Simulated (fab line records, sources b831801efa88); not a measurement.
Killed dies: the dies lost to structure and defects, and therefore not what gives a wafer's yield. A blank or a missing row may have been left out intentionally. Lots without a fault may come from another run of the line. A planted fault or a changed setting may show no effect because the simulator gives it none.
A struck lot beside a sound one ; flow sky130 ; 17 out of 708 route steps
Sound: wafers L172.2, L172.3, L172.4. Struck: wafers L182.3, L182.4, L182.5. At the end, the cause is stated.
Each step with rows lists, per side, the tool, then ch with its chambers, then its first start. Under that, the readings that differ: sound wafers ; struck wafers ; difference of the means ; sigmas: that difference in standard deviations of wafers without a fault.
alike: a reading whose means differ by less than 2 such deviations, as well as words and numbers matching on both sides. not compared: withheld readings; readings where some wafer has no value; bounds like >300 that might hide an equal value; numbers whose values overlap and for which the record gives no deviation.
The two part at a step that has a row with sigmas, a row that says differs or no value, or rows on one side only. Numbers that have no deviation but don't overlap get no sigmas and don't part them. A reading missing from all wafers of one side parts the sides only when that side holds two or more wafers.

SKY_METAL5_SPUTTER_01: material TiN, target thk 20 nm, time 16.7 s.
  struck on pvd-sputter-03, day 46 02:07; sound on pvd-sputter-01, day 43 19:19
  alike: throttle-valve-pct
then, 1 step without rows for these wafers: SKY_METAL5_SPUTTER_02 (material AlCu, target thk 1150 nm, time 61.2 s).
SKY_METAL5_SPUTTER_03: material Ti, target thk 5 nm, time 3.3 s.
  struck on pvd-sputter-03, day 46 02:11; sound on pvd-sputter-01, day 43 19:23
  alike: throttle-valve-pct
SKY_METAL5_SPUTTER_04: material TiN, target thk 70 nm, time 58.3 s.
  struck on pvd-sputter-03, day 46 02:13; sound on pvd-sputter-01, day 43 19:24
  alike: throttle-valve-pct
SKY_METAL5_RS_MEAS_05: the measuring method here is four-point-probe.
  struck on film-metro-01, day 46 02:18; sound on film-metro-04, day 43 19:28
  alike: METAL5_ALCU_RS
SKY_METAL5_THK_MEAS_06: measures by xrf.
  struck on film-metro-01, day 46 02:24; sound on film-metro-04, day 43 19:35
  alike: METAL5_ALCU_THK
then, 6 steps without rows for these wafers: SKY_METAL5_DEHYDRATE_07 (time 60 s); SKY_METAL5_HMDS_08 (prime time 60 s); SKY_METAL5_COAT_09 (resist thk 1800 nm); SKY_METAL5_SOFTBAKE_10 (time 60 s); SKY_METAL5_EXPOSE_11 (exposes mask MM5, target cd 1600 nm); SKY_METAL5_PEB_12.
SKY_METAL5_DEVELOP_13: develop time 60 s.
  sound on litho-track-03 ch 0, day 44 18:13; struck on litho-track-01 ch 0, day 46 23:02
reading;sound;struck;difference;sigmas
model.METAL5.cd-nm (nm);1603 1601 1600;1683 1685 1686;+83;
SKY_METAL5_DESCUM_14: chemistry O2, time 11 s.
  sound on rie-metal-02 ch 1, day 44 18:20; struck on rie-metal-03 ch 0,1, day 46 23:09
  alike: drypump-motor-current-A, oes-product-au
  not compared: rf-hours-counter-h
SKY_METAL5_METAL_ETCH_15: etches the open film in Cl2/BCl3, stops on SiO2, target depth 1260 nm, time 252 s.
  sound on rie-metal-02 ch 1, day 44 18:29; struck on rie-metal-03 ch 0,1, day 46 23:15
reading;sound;struck;difference;sigmas
model.METAL5.cd-nm (nm);1601 1601 1598;1686 1687 1687;+87;
  alike: drypump-motor-current-A, oes-product-au, throttle-valve-pct
  not compared: rf-hours-counter-h
SKY_METAL5_STRIP_16: strips in O2/N2.
  sound on plasma-asher-04 ch 0,1, day 44 18:52; struck on plasma-asher-03 ch 0,1, day 46 23:26
  alike: drypump-motor-current-A, oes-product-au, strip-time-to-endpoint-s
  not compared: rf-hours-counter-h
SKY_PAD_OPEN_PROBE_99:
  struck on prober-02, day 48 17:25; sound on prober-01, day 46 16:57
reading;sound;struck;difference;sigmas
model.etest.met5.width-nm (nm);1599 1600 1598;1687 1689 1688;+89;
model.etest.met5.line-ohm-um;0.01691 0.01709 0.01699;0.0162 0.01616 0.01646;-0.0007;
  alike: defect-limited-yield, killed_at_M0_to_M3, killed_at_M4_up, killed-at-contacts, killed-at-front-end, killed-at-other, killed-dies, killed-open, killed-short, sort_bin_3_pad_short, sort_bin_5_function, sort_bin_6_memory, sort-n-pass, sort-yield-pct

## WHERE THEY PART
Nowhere in this record.

WHY: the cause the simulator had injected
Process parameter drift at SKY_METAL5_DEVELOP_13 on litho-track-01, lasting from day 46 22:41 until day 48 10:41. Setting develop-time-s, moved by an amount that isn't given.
